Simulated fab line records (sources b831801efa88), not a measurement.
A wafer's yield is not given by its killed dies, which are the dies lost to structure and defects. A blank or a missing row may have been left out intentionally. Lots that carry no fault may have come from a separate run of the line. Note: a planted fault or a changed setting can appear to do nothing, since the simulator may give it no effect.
fab line records    flow sky130
record lots=15  wafers=45  lastDay=50
route steps=708 shown SD_P@330 RES_XHIGH@340
lots untouched by any fault: they come from a run of this same line in which no faults occurred
startH: hours from the record's opening day to when the first of the lot's shown wafers began    waitH: time in hours since the lot's previous step    " as in the row above    L1.1+2: a single row standing in for several wafers    - no value, or no start was given    * or withheld: withheld    < > ~ a bound
route shown NAME@n: names a module that has steps shown in the file, with the first one's number in the route    usual: the fault-free wafers' mean and standard deviation    same: alike in all rows    chamber/n: place in a boat    sites: each site's reading    _std_site: the values' standard deviation    _edge_site: the outer-site mean with the inner-site mean subtracted    radiusMm: how far each site lies from the wafer's centre    mask NAME#n: copy n    behind: the most recent tool/chamber to have shaped the wafer    hold: the reason the lot was held/the length of the hold in hours/how it ended    device: whichever transistor did not switch (one of n, p or np)    end of line: tests run on the same wafers once the route is complete    step lacking rows: just its recipe    killed: not the wafer's yield, but the dies lost to structure and defects at the first sort    map: per-die view of a wafer (x killed, . not killed, _ where there is no die)
set.NAME: the setting the step ran with; set.NAME@STEP: the setting that earlier step ran with    model.NAME: the simulator's own value behind a step, which no gauge read
the route's steps for a sample of lots (tables are steps, rows are wafers)
services: the hour from which a tool's chamber was out of use, counted from the record's first day as startH (under 0 if before that day), plus the number of hours and why
## steps
# step SKY_SD_P_STRIP_10
# recipe chemistry=O2/N2  powerW=1400  pressureMtorr=1500  platenTempC=withheld  o2FlowSccm=3000  n2FlowSccm=300  overashFraction=0.5
# usual chamberPressureMTorr=1500.3/1.3  drypumpMotorCurrentA=5.9/0.38  oesProductAu=0.618/0.0045  stripTimeToEndpointS=17.49/0.049
lot.wafer  tool            chamber  startH  waitH  chamberPressureMTorr  drypumpMotorCurrentA  oesProductAu  rfHoursCounterH  stripTimeToEndpointS
L376.1     plasmaAsher-03  0        595.87  0.1    1501.1                5.9                   0.617         78               17.54
L376.5     "               0        "       "      1501.0                5.9                   0.618         -                17.52
L376.6     "               1        "       "      1499.1                5.6                   0.621         -                17.53
L377.3     plasmaAsher-02  0        605.30  0.1    1500.5                6.5                   0.616         -                17.53
L377.4     "               1        "       "      1496.9                5.8                   0.620         -                17.56
L377.6     "               1        "       "      1498.9                5.8                   0.622         -                17.52
L380.3     plasmaAsher-03  0        650.20  0.1    1498.6                5.9                   0.612         -                17.52
L380.5     "               0        "       "      1500.2                5.9                   0.616         -                17.52
L380.6     "               1        "       "      1503.0                5.6                   0.623         -                17.52
L382.2     plasmaAsher-03  0        669.12  0.1    1497.9                5.9                   0.616         87               17.38
L382.4     "               0        "       "      1501.0                5.9                   0.623         -                17.39
L382.5     "               0        "       "      1501.7                5.9                   0.612         -                17.42
L384.2     plasmaAsher-02  1        692.62  0.1    1501.9                5.8                   0.614         59               17.48
L384.4     "               0        "       "      1498.7                6.5                   0.620         -                17.50
L384.6     "               1        "       "      1501.8                5.8                   0.616         -                17.48
L385.1     plasmaAsher-03  1        692.92  0.1    1500.5                5.6                   0.618         90               17.50
L385.2     "               0        "       "      1502.0                5.9                   0.618         90               17.51
L385.6     "               0        "       "      1499.0                5.9                   0.628         -                17.52
L390.3     plasmaAsher-03  0        713.95  0.1    1500.9                5.9                   0.615         -                17.55
L390.4     "               1        "       "      1499.0                5.6                   0.612         -                17.55
L390.6     "               1        "       "      1501.2                5.6                   0.620         -                17.55
L391.1     plasmaAsher-02  0        714.22  0.1    -                     -                     -             -                -
L391.5     "               0        "       "      -                     -                     -             -                -
L391.6     "               1        "       "      -                     -                     -             -                -
L392.3     plasmaAsher-02  0        722.65  0.1    -                     -                     -             -                -
L392.5     "               1        "       "      -                     -                     -             -                -
L392.6     "               0        "       "      -                     -                     -             -                -
L393.2     plasmaAsher-03  1        732.97  0.1    -                     -                     -             -                -
L393.3     "               0        "       "      -                     -                     -             -                -
L393.4     "               1        "       "      -                     -                     -             -                -
L394.1     plasmaAsher-02  0        747.57  0.1    1501.1                6.5                   0.616         65               17.46
L394.3     "               0        "       "      1497.4                6.5                   0.627         -                17.45
L394.4     "               1        "       "      1498.4                5.8                   0.619         -                17.48
L395.2     plasmaAsher-04  0        765.67  0.1    1501.4                5.9                   0.613         2                17.56
L395.4     "               0        "       "      1499.7                5.9                   0.611         -                17.54
L395.5     "               1        "       "      1499.6                5.3                   0.622         -                17.57
L397.2     plasmaAsher-02  1        765.97  0.1    1501.0                5.8                   0.612         67               17.45
L397.4     "               0        "       "      1500.3                6.5                   0.617         -                17.45
L397.6     "               1        "       "      1500.1                5.8                   0.624         -                17.46
L396.2     plasmaAsher-04  0        767.92  0.1    1501.8                5.9                   0.614         2                17.46
L396.4     "               0        "       "      1503.0                5.9                   0.612         -                17.45
L396.6     "               1        "       "      1499.0                5.2                   0.616         -                17.51
L398.1     plasmaAsher-04  1        775.32  0.1    1501.8                5.2                   0.618         3                17.43
L398.3     "               0        "       "      1500.7                5.9                   0.609         -                17.49
L398.4     "               1        "       "      1502.9                5.2                   0.614         -                17.48
# step SKY_RES_XHIGH_STRIP_08
# recipe chemistry=O2/N2  powerW=1400  pressureMtorr=1500  platenTempC=withheld  o2FlowSccm=3000  n2FlowSccm=300  overashFraction=0.5
# usual chamberPressureMTorr=1499.9/1.4  drypumpMotorCurrentA=5.7/0.31  oesProductAu=0.711/0.0047  stripTimeToEndpointS=14.27/0.044
lot.wafer  tool            chamber  startH  waitH  chamberPressureMTorr  drypumpMotorCurrentA  oesProductAu  rfHoursCounterH  stripTimeToEndpointS
L376.1     plasmaAsher-04  1        625.37  0.1    1498.9                5.2                   0.705         88               14.30
L376.5     "               1        "       "      1498.7                5.2                   0.713         -                14.28
L376.6     "               0        "       "      1500.6                5.9                   0.711         -                14.27
L377.3     plasmaAsher-03  1        634.20  0.1    1499.0                5.6                   0.704         -                14.25
L377.4     "               0        "       "      1500.0                6.0                   0.712         -                14.26
L377.6     "               0        "       "      1501.1                6.0                   0.710         -                14.28
L380.3     plasmaAsher-01  0        678.13  0.1    1500.6                6.1                   0.713         -                14.20
L380.5     "               0        "       "      1499.3                6.1                   0.713         -                14.22
L380.6     "               1        "       "      1501.4                5.3                   0.707         -                14.27
L382.2     plasmaAsher-01  1        696.66  0.1    1500.1                5.3                   0.714         23               14.22
L382.4     "               0        "       "      1500.4                6.1                   0.703         -                14.31
L382.5     "               1        "       "      1498.6                5.3                   0.708         -                14.29
L384.2     plasmaAsher-01  0        720.20  0.1    1501.0                6.1                   0.714         26               14.33
L384.4     "               1        "       "      1498.5                5.3                   0.712         -                14.33
L384.6     "               1        "       "      1500.8                5.3                   0.710         -                14.35
L385.1     plasmaAsher-03  0        720.50  0.1    1497.0                5.9                   0.704         93               14.25
L385.2     "               1        "       "      1500.4                5.6                   0.714         93               14.28
L385.6     "               0        "       "      1499.6                5.9                   0.712         -                14.21
L390.3     plasmaAsher-01  0        741.64  0.1    1500.6                6.1                   0.707         -                14.37
L390.4     "               1        "       "      1501.2                5.3                   0.708         -                14.32
L390.6     "               0        "       "      1500.5                6.1                   0.708         -                14.32
L391.1     plasmaAsher-03  0        742.02  0.1    1499.9                5.9                   0.713         95               31.31
L391.5     "               1        "       "      1499.3                5.6                   0.711         -                31.38
L391.6     "               0        "       "      1498.6                5.9                   0.717         -                31.38
L392.3     plasmaAsher-03  0        750.33  0.1    1499.9                5.9                   0.715         -                31.38
L392.5     "               1        "       "      1501.6                5.6                   0.711         -                31.43
L392.6     "               0        "       "      1501.4                5.9                   0.716         -                31.26
L393.2     plasmaAsher-04  1        759.15  0.1    1504.5                5.2                   0.721         2                31.27
L393.3     "               1        "       "      1497.7                5.2                   0.726         -                31.27
L393.4     "               0        "       "      1499.8                6.0                   0.709         -                31.32
L394.1     plasmaAsher-03  0        774.15  0.1    1498.4                5.9                   0.717         99               14.26
L394.3     "               0        "       "      1500.5                5.9                   0.710         -                14.24
L394.4     "               1        "       "      1501.8                5.6                   0.710         -                14.27
L395.2     plasmaAsher-03  0        792.26  0.1    1501.6                6.0                   0.716         100              14.23
L395.4     "               0        "       "      1500.6                5.9                   0.712         -                14.24
L395.5     "               0        "       "      1500.5                5.9                   0.707         -                14.25
L397.2     plasmaAsher-04  1        792.32  0.1    1500.6                5.2                   0.709         4                14.38
L397.4     "               1        "       "      1498.5                5.2                   0.713         -                14.37
L397.6     "               1        "       "      1499.3                5.2                   0.716         -                14.33
L396.2     plasmaAsher-03  1        794.61  0.1    1500.5                5.6                   0.713         101              14.34
L396.4     "               0        "       "      1501.5                5.9                   0.700         -                14.30
L396.6     "               1        "       "      1497.3                5.6                   0.711         -                14.28
L398.1     plasmaAsher-04  0        802.30  0.1    1499.6                6.0                   0.710         5                14.27
L398.3     "               0        "       "      1500.6                6.0                   0.715         -                14.27
L398.4     "               1        "       "      1500.9                5.2                   0.712         -                14.26
# step SKY_RES_XHIGH_TW_MEAS_09
# usual RES_XHIGH_TW=1636/15
lot.wafer  tool          chamber  startH  waitH  RES_XHIGH_TW
L376.1     filmMetro-03  -        625.47  0.1    1643
L376.5     "             -        "       "      1637
L376.6     "             -        "       "      1635
L377.3     filmMetro-01  -        634.29  0.1    1618
L377.4     "             -        "       "      1619
L377.6     "             -        "       "      1623
L380.3     filmMetro-01  -        678.22  0.1    1620
L380.5     "             -        "       "      1622
L380.6     "             -        "       "      1624
L382.2     filmMetro-02  -        696.77  0.1    1650
L382.4     "             -        "       "      1649
L382.5     "             -        "       "      1635
L384.2     filmMetro-01  -        720.31  0.1    1628
L384.4     "             -        "       "      1619
L384.6     "             -        "       "      1606
L385.1     filmMetro-01  -        720.60  0.1    1617
L385.2     "             -        "       "      1620
L385.6     "             -        "       "      1617
L390.3     filmMetro-03  -        741.72  0.1    1638
L390.4     "             -        "       "      1647
L390.6     "             -        "       "      1640
L391.1     filmMetro-02  -        742.12  0.1    30
L391.5     "             -        "       "      30
L391.6     "             -        "       "      30
L392.3     filmMetro-01  -        750.42  0.1    30
L392.5     "             -        "       "      30
L392.6     "             -        "       "      30
L393.2     filmMetro-03  -        759.26  0.1    30
L393.3     "             -        "       "      30
L393.4     "             -        "       "      30
L394.1     filmMetro-03  -        774.25  0.1    1637
L394.3     "             -        "       "      1646
L394.4     "             -        "       "      1644
L395.2     filmMetro-03  -        792.37  0.1    1657
L395.4     "             -        "       "      1653
L395.5     "             -        "       "      1643
L397.2     filmMetro-02  -        792.43  0.1    1667
L397.4     "             -        "       "      1653
L397.6     "             -        "       "      1667
L396.2     filmMetro-01  -        794.72  0.1    1626
L396.4     "             -        "       "      1628
L396.6     "             -        "       "      1620
L398.1     filmMetro-01  -        802.40  0.1    1628
L398.3     "             -        "       "      1628
L398.4     "             -        "       "      1626
## services
tool            chamber  startH  hours  kind
plasmaAsher-01  -        626.74  44.3   repair
plasmaAsher-04  -        633.23  1.3    repair
plasmaAsher-03  -        642.95  1.0    repair
plasmaAsher-04  -        706.14  14.7   repair
plasmaAsher-04  -        733.75  9.0    pm
plasmaAsher-04  0        733.75  9.0    ventCycle
plasmaAsher-04  1        733.75  9.0    ventCycle
plasmaAsher-04  0        742.75  -      clean
plasmaAsher-04  1        742.75  -      clean
plasmaAsher-04  -        769.88  4.3    repair
## key
firstSign step=SKY_SD_P_STRIP_10  reading=toolRecord  direction=missing
effect step=SKY_RES_XHIGH_STRIP_08  reading=stripTimeToEndpointS  direction=up  sigmas=99+  usual=*  struck=*
effect step=SKY_RES_XHIGH_TW_MEAS_09  reading=RES_XHIGH_TW  direction=down  sigmas=99+  usual=1636  struck=30
metAt SKY_SD_P_STRIP_10
struckLots L391,L392,L393
sortLeftOut L391.1,L391.5,L391.6,L392.3,L392.5,L392.6,L393.2,L393.3,L393.4
testerLeftOut L391,L392,L393
onsetBetween 713.95 714.22
fault kind=skippedStepWhole  tool=plasmaAsher-02,plasmaAsher-03  chamber=-  onsetH=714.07  steps=SKY_SD_P_STRIP_10  scope=struckLotsOnly
# testerLeftOut: of these lots the tester's yield and bins aren't shown, on N5 and GAA mostly nor the transistor test; their killed dies are dies lost to structure and defects alone, not to doping, threshold or leakage, so they don't give the yield
# sortLeftOut: the simulated sort isn't trusted on such a fault, so these wafers' sort isn't shown, and their yield isn't known
